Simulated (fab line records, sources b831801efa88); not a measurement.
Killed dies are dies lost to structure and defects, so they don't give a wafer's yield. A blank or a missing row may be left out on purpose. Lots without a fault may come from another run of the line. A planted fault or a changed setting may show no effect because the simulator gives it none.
One fault seen from 2 desks | flow gf180mcu | each desk has only its own numbers; what lay behind them comes last

THE TOOL OWNER'S DESK: litho_track-02
The tool's own readings at GF_CONTACT_PEB_12 (peb time 90 s): means of the sampled wafers that have a number, for each lot that ran on this tool. A lot is out of limits, marked OUT, if its mean lies more than 4 standard deviations from the usual mean; the brackets give that distance.
Columns: A = heater_power_total_W at GF_CONTACT_PEB_12, usual 85.71 W; B = plate_temp_C at GF_CONTACT_PEB_12, usual 134.97 C
lot  | first seen here | A               | B
L575 | day 17 01:30    | 85.65           | 134.88
L578 | day 18 03:47    | 85.71           | 134.90
L579 | day 18 06:18    | 85.75           | 134.82
L580 | day 18 17:59    | 84.83 (-11) OUT | 134.02 (-6.4) OUT
L582 | day 19 07:15    | 84.71 (-12) OUT | 133.96 (-6.7) OUT
L590 | day 22 06:11    | 85.70           | 135.19
This desk's finding: out of limits on L580, L582; first on L580, day 18 17:59 (heater_power_total_W at GF_CONTACT_PEB_12). In limits: L575, L578, L579, L590.

THE METROLOGY DESK
What the gauges read, lot by lot, whatever tool the lot ran on: means of the sampled wafers that have a number. A lot is out of limits, marked OUT, if its mean lies more than 4 standard deviations from the usual mean; the brackets give that distance.
Columns: A = cd_nm at GF_V2_CD_MEAS_14, usual 259.9 nm; B = V2_OVL at GF_V2_OVL_MEAS_15, usual -1 nm
lot  | first seen here | A     | B
L575 | day 21 07:35    | 259.2 | 5
L577 | day 21 18:08    | 259.8 | 6
L578 | day 22 11:05    | 259.8 | 2
L579 | day 22 11:28    | 260.9 | 2
L580 | day 22 23:40    | 257.9 | -0
L582 | day 23 12:35    | 259.7 | -8
L589 | day 25 21:24    | 261.0 | -2
L590 | day 26 04:47    | 259.2 | -1
L591 | day 26 12:58    | 259.1 | -3
L592 | day 26 21:14    | 259.1 | -3
L593 | day 27 05:09    | 258.9 | 1
L594 | day 27 10:08    | 259.6 | 0
L595 | day 27 18:27    | 260.6 | -6
L596 | day 27 20:45    | 260.5 | -4
This desk's finding: nothing out of limits on any of the 14 lots.

PUT TOGETHER
The tool owner's desk could have raised an alarm at day 18 17:59, on L580, L582.
The metrology desk saw nothing out of limits.
The metrology desk has L580, L582 on record, within its limits.
Of the lots named, all ran GF_CONTACT_PEB_12 on litho_track-02.

WHAT THE SIMULATOR HAD PUT IN
Process parameter drift: litho_track-02, from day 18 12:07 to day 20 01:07, at GF_CONTACT_PEB_12. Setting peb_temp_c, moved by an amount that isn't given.
Lots struck among those shown: L580, L582.
Hours from the fault's start to each desk's first reading out of limits: the tool owner's desk, 6.
